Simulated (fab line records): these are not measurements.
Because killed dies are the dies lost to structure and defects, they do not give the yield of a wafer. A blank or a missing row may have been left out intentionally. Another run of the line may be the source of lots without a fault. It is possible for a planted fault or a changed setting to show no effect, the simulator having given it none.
fab line records	flow sfqLine
record lots=14	wafers=42	lastDay=91
route steps=325 shown I3@145 M4@161 JJ@185 A5B@210
lots untouched by any fault: they come from a run of this same line in which no faults occurred
startH: the number of hours between the record's first day and the start of the first shown wafer of the lot	waitH: how many hours have passed since the lot's step before this one	" identical to the entry in the row above	L1.1+2: a row that stands for several wafers	- no value, or no start given	* or withheld: withheld	< > ~ a bound
route shown NAME@n: names a module that has steps shown in the file, with the first one's number in the route	usual: the fault-free wafers' mean and standard deviation	same: alike in all rows	chamber/n: place in a boat	sites: per-site readings	_std_site: standard deviation across them	_edge_site: the outer-site mean with the inner-site mean subtracted	radiusMm: for every site, how far away it sits from the centre of the wafer	mask NAME#n: copy n	behind: the most recent tool/chamber to have shaped the wafer	hold: cause of the lot's hold/its duration in hours/its outcome	device: the n, p or np transistor that did not switch	end of line: tests run on the same wafers once the route is complete	a step without rows: its recipe alone	killed: not the wafer's yield, but the dies lost to structure and defects at the first sort	map: per-die view of a wafer (x killed, . not killed, _ where there is no die)
set.NAME: the setting that was run; set.NAME@STEP: the one run at that earlier step	model.NAME: the simulator's own value behind a step, which no gauge read
a sample of lots followed through the steps of the route, with each step as a table and each wafer as a row
services: when a tool's chamber went out of use (startH, in hours from the record's first day, below 0 if earlier), for how many hours, and the reason
## steps
# step SFQ_TRILAYER_I3_VIA_ETCH_VIA_ETCH_088
# recipe target=SiO2	stopOn=Nb	maskMaterial=PR	taperDeg=20	chemistry=CHF3	targetDepthNm=260	sourceW=500	biasW=80	pressureMtorr=30	timeS=withheld
# usual chamberPressureMTorr=30.002/0.027	drypumpMotorCurrentA=5.8/0.44	oesProductAu=0.855/0.0048
lot.wafer	tool	chamber	startH	waitH	chamberPressureMTorr	drypumpMotorCurrentA	oesProductAu
L348.1	rieDiel-02	0	1014.56	0.0	30.018	5.9	0.857
L348.4	"	2	"	"	29.992	5.7	0.856
L348.6	"	3	"	"	29.986	6.4	0.847
L349.3	rieDiel-04	3	1016.96	0.0	30.038	5.7	0.848
L349.4	"	0	"	"	30.010	5.8	0.856
L349.5	"	0	"	"	30.068	5.7	0.858
L351.1	rieDiel-01	0	1049.15	0.0	29.972	6.4	0.852
L351.4	"	3	"	"	30.008	5.9	0.847
L351.6	"	1	"	"	29.995	4.9	0.848
L354.2	rieDiel-01	1	1081.55	0.0	29.988	4.9	0.848
L354.3	"	2	"	"	30.023	5.8	0.849
L354.4	"	0	"	"	30.007	6.4	0.859
L357.4	rieDiel-02	2	1095.76	0.0	29.977	5.7	0.842
L357.5	"	3	"	"	29.970	6.4	0.855
L357.6	"	2	"	"	29.990	5.7	0.849
L359.1	rieDiel-01	2	1111.36	0.0	30.037	5.8	0.857
L359.2	"	1	"	"	30.030	4.9	0.856
L359.5	"	0	"	"	29.964	6.4	0.849
L358.1	rieDiel-04	2	1113.76	0.0	29.934	5.4	0.852
L358.3	"	1	"	"	30.000	5.8	0.862
L358.6	"	1	"	"	29.952	5.8	0.853
L362.1	rieDiel-01	1	1137.55	0.0	29.970	4.9	0.855
L362.3	"	3	"	"	29.986	5.8	0.848
L362.4	"	0	"	"	30.005	6.4	0.855
L363.1	rieDiel-04	2	1141.20	0.0	29.956	5.4	0.850
L363.4	"	3	"	"	30.040	5.7	0.855
L363.6	"	1	"	"	29.946	5.8	0.868
L364.1	rieDiel-02	3	1142.35	0.0	29.993	6.4	0.854
L364.3	"	0	"	"	29.992	5.9	0.853
L364.6	"	0	"	"	29.986	5.9	0.850
L365.1	rieDiel-04	2	1150.75	0.0	30.008	5.4	0.855
L365.3	"	1	"	"	29.993	5.8	0.856
L365.6	"	0	"	"	29.965	5.7	0.860
L368.2	rieDiel-04	1	1186.88	0.0	30.005	5.8	0.852
L368.3	"	3	"	"	29.979	5.7	0.849
L368.6	"	3	"	"	30.008	5.7	0.856
L369.1	rieDiel-01	0	1201.40	0.0	30.002	6.4	0.858
L369.2	"	2	"	"	29.989	5.8	0.861
L369.6	"	0	"	"	30.021	6.4	0.852
L370.1	rieDiel-01	0	1215.93	0.0	30.011	6.4	0.850
L370.2	"	1	"	"	29.990	4.9	0.853
L370.4	"	3	"	"	29.984	5.9	0.856
# step SFQ_TRILAYER_M4_STRIP_STRIP_097
# recipe gas=O2	powerW=200	platenTempC=40	overashFraction=0.65	chemistry=O2	pressureMtorr=50
# usual chamberPressureMTorr=50.00/0.048	drypumpMotorCurrentA=5.5/0.48	oesProductAu=1.001/0.0074	platenTempC=40.01/0.11
# same overashFraction=0.65
lot.wafer	tool	chamber	startH	waitH	chamberPressureMTorr	drypumpMotorCurrentA	oesProductAu	platenTempC	rfHoursCounterH
L348.1	rieMetal-01	0	1019.32	0.2	50.04	5.8	0.998	39.85	7
L348.4	"	0	"	"	50.07	5.9	0.996	40.06	-
L348.6	"	0	"	"	49.93	5.8	0.997	39.90	-
L349.3	rieMetal-04	0	1021.74	0.2	50.04	5.0	1.012	40.06	-
L349.4	"	1	"	"	50.03	6.1	1.004	39.72	-
L349.5	"	0	"	"	50.03	5.0	1.002	40.07	-
L351.1	rieMetal-04	0	1052.81	0.1	50.01	5.1	1.006	39.94	14
L351.4	"	1	"	"	50.10	6.2	1.012	40.15	-
L351.6	"	0	"	"	49.92	5.0	0.993	39.95	-
L354.2	rieMetal-03	0	1086.39	0.1	49.91	5.6	1.005	39.90	67
L354.3	"	0	"	"	50.09	5.7	1.002	40.02	-
L354.4	"	1	"	"	49.97	4.9	0.992	40.01	-
L357.4	rieMetal-03	0	1107.67	0.3	49.97	5.6	1.003	39.97	-
L357.5	"	0	"	"	49.97	5.7	1.012	39.95	-
L357.6	"	1	"	"	49.94	4.9	0.995	40.02	-
L359.1	rieMetal-01	0	1115.02	0.1	50.01	5.8	1.002	40.15	23
L359.2	"	1	"	"	49.97	5.0	1.004	39.99	12
L359.5	"	0	"	"	50.02	5.8	0.990	39.99	-
L358.1	rieMetal-03	0	1117.78	0.1	50.06	5.6	1.011	39.81	72
L358.3	"	0	"	"	50.03	5.6	0.998	39.95	-
L358.6	"	0	"	"	50.01	5.6	1.022	39.90	-
L362.1	rieMetal-04	1	1141.40	0.2	49.95	6.1	1.011	40.13	138
L362.3	"	1	"	"	49.97	6.2	1.014	40.07	-
L362.4	"	1	"	"	50.00	6.1	1.013	40.03	-
L363.1	rieMetal-01	0	1144.86	0.1	50.00	5.8	0.999	39.96	27
L363.4	"	1	"	"	50.03	5.0	0.998	39.97	-
L363.6	"	0	"	"	49.99	5.8	1.000	39.92	-
L364.1	rieMetal-03	0	1146.81	0.1	50.02	5.6	1.006	40.06	76
L364.3	"	1	"	"	49.99	4.9	1.010	40.03	-
L364.6	"	0	"	"	49.96	5.6	1.000	40.13	-
L365.1	rieMetal-01	0	1155.01	0.1	49.99	5.8	1.006	40.19	29
L365.3	"	1	"	"	49.97	5.0	1.001	39.84	-
L365.6	"	1	"	"	49.98	5.0	0.996	39.90	-
L368.2	rieMetal-03	0	1190.54	0.1	50.05	5.7	1.001	40.09	82
L368.3	"	1	"	"	50.01	4.9	0.998	40.02	-
L368.6	"	1	"	"	49.97	5.0	1.003	40.05	-
L369.1	rieMetal-04	1	1205.06	0.1	49.95	6.2	0.990	40.05	1
L369.2	"	0	"	"	50.05	5.0	1.002	39.84	35
L369.6	"	1	"	"	49.96	6.2	0.981	40.02	-
L370.1	rieMetal-03	1	1220.75	0.1	50.06	4.9	0.993	40.09	97
L370.2	"	0	"	"	49.87	5.6	0.997	40.20	86
L370.4	"	0	"	"	49.93	5.6	1.006	39.76	-
# step SFQ_TRILAYER_JJ_CE_LITHO_COAT_119
# recipe resist=BARC	spinRpm=3000	resistThkNm=62
# usual dispensePressureKPa=50.4/2.8
lot.wafer	tool	chamber	startH	waitH	dispensePressureKPa
L348.1	lithoTrack-04	0	1029.99	0.1	55.2
L348.4	"	0	"	"	55.2
L348.6	"	0	"	"	55.2
L349.3	lithoTrack-02	0	1185.65	0.1	49.8
L349.4	"	0	"	"	49.9
L349.5	"	0	"	"	49.9
L351.1	lithoTrack-01	0	1212.20	0.1	47.9
L351.4	"	0	"	"	47.9
L351.6	"	0	"	"	47.9
L354.2	lithoTrack-01	0	1238.65	0.1	47.9
L354.3	"	0	"	"	47.9
L354.4	"	0	"	"	47.9
L357.4	lithoTrack-01	0	1270.07	0.2	48.0
L357.5	"	0	"	"	47.9
L357.6	"	0	"	"	47.9
L359.1	lithoTrack-04	0	1274.72	0.1	55.2
L359.2	"	0	"	"	55.2
L359.5	"	0	"	"	55.2
L358.1	lithoTrack-01	0	1278.32	0.1	47.9
L358.3	"	0	"	"	47.9
L358.6	"	0	"	"	47.9
L362.1	lithoTrack-02	0	1299.68	0.1	49.8
L362.3	"	0	"	"	49.8
L362.4	"	0	"	"	49.8
L363.1	lithoTrack-02	0	1300.89	0.1	49.9
L363.4	"	0	"	"	49.8
L363.6	"	0	"	"	49.8
L364.1	lithoTrack-04	0	1304.49	0.1	55.1
L364.3	"	0	"	"	55.2
L364.6	"	0	"	"	55.1
L365.1	lithoTrack-02	0	1311.68	0.1	49.8
L365.3	"	0	"	"	49.8
L365.6	"	0	"	"	49.8
L368.2	lithoTrack-02	0	1350.55	0.1	49.8
L368.3	"	0	"	"	49.8
L368.6	"	0	"	"	49.8
L369.1	lithoTrack-02	0	1357.70	0.1	49.8
L369.2	"	0	"	"	49.8
L369.6	"	0	"	"	49.8
L370.1	lithoTrack-02	0	1373.13	0.1	49.8
L370.2	"	0	"	"	49.9
L370.4	"	0	"	"	49.9
# step SFQ_TRILAYER_JJ_CE_BARC_OPEN_RIE_150
# recipe maskMaterial=PR	chemistry=O2	targetDepthNm=240	target=BARC	icpW=600	biasW=80	pressureMtorr=10	timeS=80
# usual chamberPressureMTorr=9.999/0.009	drypumpMotorCurrentA=5.4/0.49	oesProductAu=0.538/0.0041
lot.wafer	tool	chamber	startH	waitH	chamberPressureMTorr	drypumpMotorCurrentA	oesProductAu	rfHoursCounterH
L348.1	rieMetal-02	1	1183.24	1.0	9.974	4.8	0.535	14
L348.4	"	0	"	"	9.987	5.8	0.547	-
L348.6	"	1	"	"	10.005	4.8	0.543	-
L349.3	rieMetal-02	1	1189.19	0.6	9.989	4.8	0.534	-
L349.4	"	0	"	"	9.994	5.8	0.544	-
L349.5	"	0	"	"	10.007	5.8	0.544	-
L351.1	rieMetal-01	0	1215.69	1.0	9.996	5.9	0.536	36
L351.4	"	1	"	"	10.016	5.0	0.531	-
L351.6	"	0	"	"	9.987	5.8	0.539	-
L354.2	rieMetal-01	1	1244.29	0.8	9.988	5.0	0.531	28
L354.3	"	0	"	"	10.015	5.8	0.537	-
L354.4	"	1	"	"	9.993	5.0	0.539	-
L357.4	rieMetal-01	0	1418.85	0.4	9.994	5.9	0.567	-
L357.5	"	0	"	"	10.006	5.8	0.541	-
L357.6	"	1	"	"	9.990	5.0	0.537	-
L359.1	rieMetal-04	0	1423.62	1.0	9.990	5.0	0.543	57
L359.2	"	1	"	"	9.993	6.2	0.537	23
L359.5	"	0	"	"	9.999	5.0	0.536	-
L358.1	rieMetal-02	1	1426.02	1.0	10.007	4.8	0.565	44
L358.3	"	1	"	"	9.997	4.8	0.537	-
L358.6	"	0	"	"	10.004	5.8	0.540	-
L362.1	rieMetal-04	1	1448.94	1.0	10.000	6.2	0.530	26
L362.3	"	0	"	"	9.989	5.0	0.542	-
L362.4	"	1	"	"	9.999	6.1	0.536	-
L363.1	rieMetal-02	0	1451.46	1.0	9.989	5.8	0.530	102
L363.4	"	1	"	"	10.009	4.8	0.541	-
L363.6	"	0	"	"	10.012	5.8	0.536	-
L364.1	rieMetal-01	1	1453.86	1.0	10.006	5.0	0.541	53
L364.3	"	0	"	"	9.999	5.9	0.531	-
L364.6	"	1	"	"	9.987	5.0	0.538	-
L365.1	rieMetal-04	1	1471.78	1.0	10.010	6.2	0.535	28
L365.3	"	0	"	"	9.985	5.0	0.540	-
L365.6	"	0	"	"	9.998	5.0	0.542	-
L368.2	rieMetal-02	0	1505.51	0.8	10.007	5.8	0.543	108
L368.3	"	1	"	"	9.987	4.8	0.538	-
L368.6	"	0	"	"	10.013	5.8	0.534	-
L369.1	rieMetal-04	1	1512.71	1.0	10.002	6.2	0.545	33
L369.2	"	0	"	"	10.009	5.0	0.530	67
L369.6	"	0	"	"	10.000	5.0	0.542	-
L370.1	rieMetal-01	1	1525.91	1.0	9.994	5.0	0.541	61
L370.2	"	0	"	"	9.995	5.8	0.534	72
L370.4	"	1	"	"	10.013	5.0	0.533	-
# step SFQ_TRILAYER_A5B_CMP_CMP_130
# recipe stopOn=Nb	downForcePsi=3	platenRpm=60	targetThkNm=340.7
# usual motorCurrentA=10.2/1.3
lot.wafer	tool	chamber	startH	waitH	motorCurrentA
L348.4	cmp-01	1	1320.71	0.5	7.7
L348.1	"	3	1321.71	1.5	10.3
L348.6	"	1	1322.71	2.5	7.6
L349.4	cmp-02	0	1323.83	0.0	9.9
L349.3	"	3	1325.33	1.5	9.1
L349.5	"	1	1326.33	2.5	10.6
L351.1	cmp-02	2	1361.14	0.0	11.6
L351.4	"	3	"	"	8.4
L351.6	"	2	1363.14	2.0	11.4
L354.2	cmp-02	1	1391.68	0.6	9.9
L354.4	"	2	"	"	11.1
L354.3	"	3	"	"	8.8
L357.4	cmp-02	2	1425.63	1.8	11.3
L357.6	"	2	1427.79	3.9	11.5
L357.5	"	3	"	"	8.6
L359.1	cmp-01	0	1428.54	0.1	12.4
L359.2	"	3	1430.04	1.6	10.5
L359.5	"	0	"	"	12.7
L358.3	cmp-02	1	1430.93	0.0	10.4
L358.1	"	3	1431.93	1.0	8.8
L358.6	"	1	1432.93	2.0	10.1
L362.4	cmp-01	3	1456.83	0.0	10.5
L362.1	"	1	1457.83	1.0	7.7
L362.3	"	2	"	"	10.6
L363.1	cmp-02	1	1460.09	0.5	9.5
L363.4	"	2	"	"	11.4
L363.6	"	1	1462.09	2.5	10.0
L364.3	cmp-02	2	1463.69	0.5	11.7
L364.1	"	0	1464.69	1.5	11.0
L364.6	"	2	1465.69	2.5	11.4
L365.3	cmp-02	3	1476.79	0.0	8.9
L365.1	"	2	1478.29	1.5	11.9
L365.6	"	3	"	"	8.5
L368.2	cmp-01	1	1642.58	1.5	7.6
L368.3	"	2	"	"	10.7
L368.6	"	0	1644.08	2.9	12.7
L369.1	cmp-02	0	1651.94	0.0	10.1
L369.2	"	2	1652.94	1.0	11.4
L369.6	"	0	1653.94	2.0	10.5
L370.2	cmp-01	3	1669.01	0.0	10.5
L370.1	"	1	1670.01	1.0	7.6
L370.4	"	2	"	"	10.8
## services
tool	chamber	startH	hours	kind
rieMetal-01	-	1004.31	0.3	repair
cmp-02	-	1105.99	2.7	repair
rieMetal-04	0	1126.82	15.7	repair
rieMetal-01	1	1148.61	3.9	repair
rieMetal-01	0	1171.11	2.8	repair
cmp-02	-	1178.33	9.1	pm
rieMetal-01	-	1209.65	1.4	pm
rieMetal-01	0	1246.55	4.4	repair
cmp-02	-	1263.61	1.5	repair
cmp-02	-	1265.12	4.0	pm
rieMetal-01	-	1272.46	0.3	repair
rieMetal-04	-	1276.77	15.6	pm
cmp-02	-	1283.38	4.6	pm
rieMetal-04	-	1352.83	28.1	pm
rieMetal-04	-	1382.93	0.5	repair
cmp-02	-	1451.88	0.7	repair
rieMetal-01	-	1517.06	2.8	pm
cmp-02	-	1571.99	5.8	pm
rieMetal-01	0	1577.70	3.8	repair
cmp-02	-	1606.75	4.0	pm
rieMetal-01	0	1624.73	22.1	repair
rieMetal-01	0	1651.97	2.0	repair
cmp-02	-	1654.94	6.4	pm
cmp-02	-	1665.84	0.5	repair
## key
firstSign step=SFQ_TRILAYER_JJ_CE_BARC_OPEN_RIE_150	reading=oesProductAu	direction=up	sigmas=6.9	usual=0.538	struck=0.566
effect none on later readings
metAt SFQ_TRILAYER_JJ_CE_LITHO_COAT_119
struckLots L357,L358
struckWafers L357.4,L358.1
notActingAt SFQ_TRILAYER_I3_VIA_ETCH_VIA_ETCH_088,SFQ_TRILAYER_M4_STRIP_STRIP_097,SFQ_TRILAYER_A5B_CMP_CMP_130
onsetBetween 1238.65 1270.07
fault kind=processParameterDrift	tool=lithoTrack-01	chamber=-	onsetH=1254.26	steps=SFQ_TRILAYER_JJ_CE_LITHO_COAT_119	channel=resistThkNm	offset=12.009	shape=step	endH=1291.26	scope=struckWafersOnly	actsIn=theseRecipesOnly	stated=62
